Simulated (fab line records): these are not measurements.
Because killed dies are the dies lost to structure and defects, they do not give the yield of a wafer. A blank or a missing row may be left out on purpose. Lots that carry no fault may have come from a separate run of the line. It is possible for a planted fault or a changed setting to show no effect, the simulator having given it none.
fab line records ; flow gf180mcu
record: lots: 6; wafers: 16; last-day: 34
route steps=602 shown V1@344
lots untouched by any fault: they come from a run of this same line in which no faults occurred
start-h: hours from the record's first day to the start of the lot's first wafer shown ; wait-h: how many hours have passed since the lot's step before this one ; " same as the row above ; L1.1+2: a single row standing in for several wafers ; - no value, or no start given ; * or withheld: withheld ; < > ~ a bound
route shown NAME@n: NAME is a module with steps in the file, n the number in the route of the first one ; usual: mean/standard deviation taken from wafers without a fault ; same: alike in all rows ; chamber/n: place in a boat ; sites: per-site readings ; _std_site: the values' standard deviation ; _edge_site: outer sites' mean less inner sites' ; radius-mm: for every site, how far away it sits from the centre of the wafer ; mask NAME#n: copy n ; behind: the last tool/chamber to shape the wafer ; hold: the reason the lot was held/the length of the hold in hours/how it ended ; device: transistor that didn't switch, given as n, p or np ; end of line: tests of these same wafers at the route's end ; where a step has no rows: the recipe by itself ; killed: count of dies lost to structure and defects at first sort (not the wafer's yield) ; map: per-die view of a wafer (x killed, . not killed, _ where there is no die)
set.NAME: setting as actually run; set.NAME@STEP: the setting as run at that earlier step ; model.NAME: the simulator's own value behind a step, which no gauge read
a table for each step, a row for each wafer; lots at some steps of the route
services: a tool's chamber out of use, with start hour (start-h, from the record's first day; less than 0 if before it), hours out, and reason
== steps ==
step: GF_V1_COAT_09
recipe: resist: KrF; spin-rpm: withheld; resist-thk-nm: 1000
step: GF_V1_SOFTBAKE_10
recipe: temp-c: 130; time-s: 60; resist: KrF
step: GF_V1_EXPOSE_11
recipe: mask-id: Via1; target-cd-nm: 260; na: 0.68; source-shape: conventional; sigma-outer: 0.6; dose-mj: 38
step: GF_V1_PEB_12
recipe: peb-temp-c: 135; peb-time-s: 90; resist: KrF
step: GF_V1_DEVELOP_13
recipe: develop-time-s: 60; resist: KrF; dev-temp-c: 21
step: GF_V1_CD_MEAS_14
recipe: target-cd-nm: 260
usual: cd-nm: 260.3/1
lot.wafer;tool;chamber;start-h;wait-h;cd-nm
L362.5;cd-sem-02;-;425.16;0.1;261.2
L362.6;cd-sem-02;-;425.16;0.1;261.2
L363.1;cd-sem-02;-;434.54;0.2;260.6
L363.6;cd-sem-02;-;434.54;0.2;259.1
L372.4;cd-sem-01;-;518.51;0.2;259.6
L372.5;cd-sem-01;-;518.51;0.2;259.2
L372.6;cd-sem-01;-;518.51;0.2;260.0
L378.1;cd-sem-01;-;581.21;0.1;260.8
L378.4;cd-sem-01;-;581.21;0.1;260.6
L378.5;cd-sem-01;-;581.21;0.1;259.6
L382.2;cd-sem-02;-;610.48;0.1;258.8
L382.4;cd-sem-02;-;610.48;0.1;258.1
L382.5;cd-sem-02;-;610.48;0.1;259.1
L383.2;cd-sem-02;-;612.39;0.1;258.4
L383.3;cd-sem-02;-;612.39;0.1;259.9
L383.5;cd-sem-02;-;612.39;0.1;257.6
step: GF_V1_OVL_MEAS_15
usual: V1_OVL: -1/6.6
lot.wafer;tool;chamber;start-h;wait-h;V1_OVL[nm]
L362.5;overlay-02;-;425.22;0.0;-2
L362.6;overlay-02;-;425.22;0.0;6
L363.1;overlay-02;-;434.66;0.1;-1
L363.6;overlay-02;-;434.66;0.1;-9
L372.4;overlay-01;-;518.59;0.1;-2
L372.5;overlay-01;-;518.59;0.1;-8
L372.6;overlay-01;-;518.59;0.1;3
L378.1;overlay-01;-;581.33;0.1;12
L378.4;overlay-01;-;581.33;0.1;5
L378.5;overlay-01;-;581.33;0.1;10
L382.2;overlay-02;-;610.59;0.1;17
L382.4;overlay-02;-;610.59;0.1;14
L382.5;overlay-02;-;610.59;0.1;9
L383.2;overlay-01;-;612.49;0.1;12
L383.3;overlay-01;-;612.49;0.1;5
L383.5;overlay-01;-;612.49;0.1;1
step: GF_V1_ETCH_16
recipe: chemistry: N2/H2; target-depth-a: withheld; overetch-a: withheld; time-s: withheld; target: BARC; ion-energy-ev: 200; source-w: 500; bias-w: 100; pressure-mtorr: 30; n2-flow-sccm: 100; h2-flow-sccm: 200
usual: drypump-motor-current-A: 5.8/0.31; h2-flow-sccm: 200.0/0.54; n2-flow-sccm: 100.0/0.32; oes-product-au: 0.855/0.0046; rf-fwd-power-W: 494.5/2; throttle-valve-pct: 13.223/0.0093
lot.wafer;tool;chamber;start-h;wait-h;drypump-motor-current-A;h2-flow-sccm;n2-flow-sccm;oes-product-au;rf-fwd-power-W;throttle-valve-pct
L362.5;rie-diel-02;3;425.25;0.0;6.3;200.6;99.7;0.844;497.5;13.217
L362.6;rie-diel-02;2;425.25;0.0;5.9;199.0;99.8;0.852;497.4;13.218
L363.1;rie-diel-04;0;434.69;0.0;6.0;200.8;99.9;0.862;493.4;13.232
L363.6;rie-diel-04;3;434.69;0.0;5.6;199.6;100.5;0.851;493.7;13.224
L372.4;rie-diel-02;3;518.61;0.0;6.3;200.1;100.0;0.857;492.8;13.224
L372.5;rie-diel-02;2;518.61;0.0;5.9;200.0;100.5;0.855;498.4;13.233
L372.6;rie-diel-02;3;518.61;0.0;6.3;199.3;99.6;0.861;494.1;13.211
L378.1;rie-diel-04;2;581.37;0.0;6.6;200.1;100.4;0.851;494.3;13.223
L378.4;rie-diel-04;0;581.37;0.0;6.0;200.7;100.3;0.856;490.5;13.216
L378.5;rie-diel-04;3;581.37;0.0;5.6;199.6;99.8;0.859;495.3;13.213
L382.2;rie-diel-02;1;610.62;0.0;5.4;201.0;100.4;0.856;493.6;13.231
L382.4;rie-diel-02;2;610.62;0.0;5.9;199.3;100.2;0.856;495.6;13.211
L382.5;rie-diel-02;1;610.62;0.0;5.4;200.4;100.0;0.856;493.8;13.226
L383.2;rie-diel-02;0;612.52;0.0;6.1;200.1;100.4;0.865;492.8;13.229
L383.3;rie-diel-02;1;612.52;0.0;5.5;199.4;100.2;0.851;494.4;13.204
L383.5;rie-diel-02;1;612.52;0.0;5.4;200.2;100.3;0.855;491.1;13.203
step: GF_V1_ETCH_17
recipe: chemistry: C4F8/O2/Ar; mask-material: KrF; target: SiO2; stop-on: TiN; source-w: 1500; bias-w: 1200; pressure-mtorr: 40; c4f8-flow-sccm: withheld; O2_flow_sccm: 6; Ar_flow_sccm: 300; time-s: withheld; target-depth-a: 6300
usual: oes-product-au: 0.856/0.0046; rf-fwd-power-W: 1492/4.8
lot.wafer;tool;chamber;start-h;wait-h;oes-product-au;rf-fwd-power-W
L362.5;rie-diel-02;3;-;-;0.852;1500
L362.6;rie-diel-02;2;-;-;0.857;1500
L363.1;rie-diel-04;0;-;-;0.859;1494
L363.6;rie-diel-04;3;-;-;0.854;1495
L372.4;rie-diel-02;3;-;-;0.852;1491
L372.5;rie-diel-02;2;-;-;0.861;1496
L372.6;rie-diel-02;3;-;-;0.863;1491
L378.1;rie-diel-04;2;-;-;0.856;1485
L378.4;rie-diel-04;0;-;-;0.847;1490
L378.5;rie-diel-04;3;-;-;0.855;1490
L382.2;rie-diel-02;1;-;-;0.853;1491
L382.4;rie-diel-02;2;-;-;0.859;1494
L382.5;rie-diel-02;1;-;-;0.857;1485
L383.2;rie-diel-02;0;-;-;0.857;1494
L383.3;rie-diel-02;1;-;-;0.847;1494
L383.5;rie-diel-02;1;-;-;0.871;1489
step: GF_V1_STRIP_18
recipe: chemistry: O2/N2; power-w: 1400; pressure-mtorr: 1500; platen-temp-c: 250; o2-flow-sccm: 3000; n2-flow-sccm: 300; overash-fraction: 0.5
usual: drypump-motor-current-A: 5.9/0.59; heater-power-w: 342/24; n2-flow-sccm: 300.0/0.95; oes-product-au: 0.593/0.0052
lot.wafer;tool;chamber;start-h;wait-h;drypump-motor-current-A;heater-power-w;n2-flow-sccm;oes-product-au;rf-hours-counter-h
L362.5;plasma-asher-02;0;425.43;-;5.2;336;299.8;0.602;-
L362.6;plasma-asher-02;1;425.43;-;5.9;317;298.4;0.585;-
L363.1;plasma-asher-01;1;434.82;-;6.3;365;300.5;0.596;79
L363.6;plasma-asher-01;0;434.82;-;6.5;341;303.3;0.592;-
L372.4;plasma-asher-01;0;518.77;-;6.5;341;298.6;0.595;-
L372.5;plasma-asher-01;0;518.77;-;6.5;332;299.9;0.598;-
L372.6;plasma-asher-01;1;518.77;-;6.3;364;299.7;0.590;-
L378.1;plasma-asher-02;0;581.50;-;5.2;332;301.6;0.598;50
L378.4;plasma-asher-02;0;581.50;-;5.2;333;301.7;0.594;-
L378.5;plasma-asher-02;0;581.50;-;5.2;337;300.8;0.584;-
L382.2;plasma-asher-01;1;610.75;-;6.3;363;299.2;0.592;97
L382.4;plasma-asher-01;0;610.75;-;6.5;338;300.5;0.594;-
L382.5;plasma-asher-01;1;610.75;-;6.3;365;299.0;0.590;-
L383.2;plasma-asher-02;0;612.65;-;5.1;327;300.1;0.593;53
L383.3;plasma-asher-02;1;612.65;-;5.9;314;299.7;0.593;-
L383.5;plasma-asher-02;1;612.65;-;5.9;315;301.5;0.600;-
step: GF_V1_STRIP_19
recipe: chemistry: post-etch-residue-remover; time-s: 1200; temp-c: 72.5
step: GF_V1_CLEAN_20
recipe: chemistry: DIW; dry: n2-spin
step: GF_V1_SPUTTER_21
recipe: material: Ti; target-thk-nm: 15; chamber-pressure-pa: 5; power-w: 2500; substrate-temp-c: 200; time-s: 80.02
usual: chamber-pressure-pa: 5.000/0.0099; throttle-valve-pct: 29.7/1.3
lot.wafer;tool;chamber;start-h;wait-h;chamber-pressure-pa;throttle-valve-pct;model.Ti_of_V1_SPUTTER_21.thk-nm
L362.5;pvd-sputter-03;-;425.96;0.0;4.990;31.0;19.18
L362.6;pvd-sputter-03;-;425.96;0.0;5.001;29.7;14.89
L363.1;pvd-sputter-03;-;435.39;0.0;5.001;27.9;19.03
L363.6;pvd-sputter-03;-;435.39;0.0;4.993;29.6;14.89
L372.4;pvd-sputter-04;-;519.27;0.0;4.996;30.5;15.2
L372.5;pvd-sputter-04;-;519.27;0.0;5.006;28.9;15.12
L372.6;pvd-sputter-04;-;519.27;0.0;5.004;31.8;15.2
L378.1;pvd-sputter-03;-;582.06;0.0;5.002;29.6;14.86
L378.4;pvd-sputter-03;-;582.06;0.0;4.997;31.1;15.26
L378.5;pvd-sputter-03;-;582.06;0.0;5.000;29.9;15.06
L382.2;pvd-sputter-02;-;611.30;0.0;5.004;27.6;14.88
L382.4;pvd-sputter-02;-;611.30;0.0;5.001;29.3;14.6
L382.5;pvd-sputter-02;-;611.30;0.0;5.018;27.3;14.87
L383.2;pvd-sputter-04;-;613.22;0.0;5.001;30.7;14.84
L383.3;pvd-sputter-04;-;613.22;0.0;4.988;32.0;14.75
L383.5;pvd-sputter-04;-;613.22;0.0;4.978;30.2;15
step: GF_V1_SPUTTER_22
recipe: material: TiN; target-thk-nm: 10; chamber-pressure-pa: 5; power-w: 4000; time-s: 40
usual: chamber-pressure-pa: 4.999/0.0092; throttle-valve-pct: 29.7/1.3
lot.wafer;tool;chamber;start-h;wait-h;chamber-pressure-pa;throttle-valve-pct
L362.5;pvd-sputter-03;-;426.01;0.0;4.996;30.8
L362.6;pvd-sputter-03;-;426.01;0.0;5.004;29.8
L363.1;pvd-sputter-03;-;435.46;0.0;5.006;27.6
L363.6;pvd-sputter-03;-;435.46;0.0;4.994;29.5
L372.4;pvd-sputter-04;-;519.33;0.0;4.994;30.6
L372.5;pvd-sputter-04;-;519.33;0.0;5.019;28.9
L372.6;pvd-sputter-04;-;519.33;0.0;5.003;31.9
L378.1;pvd-sputter-03;-;582.12;0.0;5.006;29.8
L378.4;pvd-sputter-03;-;582.12;0.0;5.014;31.1
L378.5;pvd-sputter-03;-;582.12;0.0;4.988;30.0
L382.2;pvd-sputter-02;-;611.36;0.0;4.994;27.8
L382.4;pvd-sputter-02;-;611.36;0.0;5.016;29.3
L382.5;pvd-sputter-02;-;611.36;0.0;5.003;27.7
L383.2;pvd-sputter-04;-;613.28;0.0;4.988;30.8
L383.3;pvd-sputter-04;-;613.28;0.0;4.988;31.9
L383.5;pvd-sputter-04;-;613.28;0.0;4.995;30.0
== services ==
tool;chamber;start-h;hours;kind
pvd-sputter-03;1;407.12;-;consumable-replace:kit
pvd-sputter-03;1;407.12;18.0;scheduled-down
pvd-sputter-03;1;407.12;18.0;vent-cycle
rie-diel-04;2;426.32;19.3;repair
rie-diel-02;2;442.36;-;clean
rie-diel-02;2;442.36;19.8;scheduled-down
rie-diel-02;2;442.36;19.8;vent-cycle
pvd-sputter-04;1;455.98;-;consumable-replace:kit
pvd-sputter-03;-;471.31;2.8;repair
pvd-sputter-02;-;472.22;7.4;repair
pvd-sputter-04;-;480.97;4.6;repair
rie-diel-04;2;487.05;6.9;repair
rie-diel-02;2;492.68;2.6;repair
pvd-sputter-03;-;508.64;2.2;repair
pvd-sputter-03;-;533.64;3.5;repair
pvd-sputter-03;-;534.26;10.8;repair
plasma-asher-02;-;535.89;0.6;repair
rie-diel-04;2;544.35;9.1;repair
pvd-sputter-02;-;552.20;2.9;repair
plasma-asher-01;-;557.42;4.3;pm
pvd-sputter-04;-;566.35;1.3;repair
rie-diel-02;-;567.06;2.8;pm
pvd-sputter-04;-;582.99;1.4;repair
pvd-sputter-04;-;609.94;1.9;repair
== key ==
first-sign none at tools or gauges
model-effect: step: GF_V1_SPUTTER_21; value: Ti_of_V1_SPUTTER_21.thk-nm; without: 14.87; struck: 19.11
met-at GF_V1_SPUTTER_21
struck-wafers L362.5,L363.1
fault: kind: process-parameter-drift; tool: pvd-sputter-03; chamber: -; onset-h: 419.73; steps: GF_V1_SPUTTER_21; channel: target-thk-nm; offset: 4.2345; shape: step; end-h: 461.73; scope: struck-wafers-only; acts-in: these-recipes-only; stated: 15
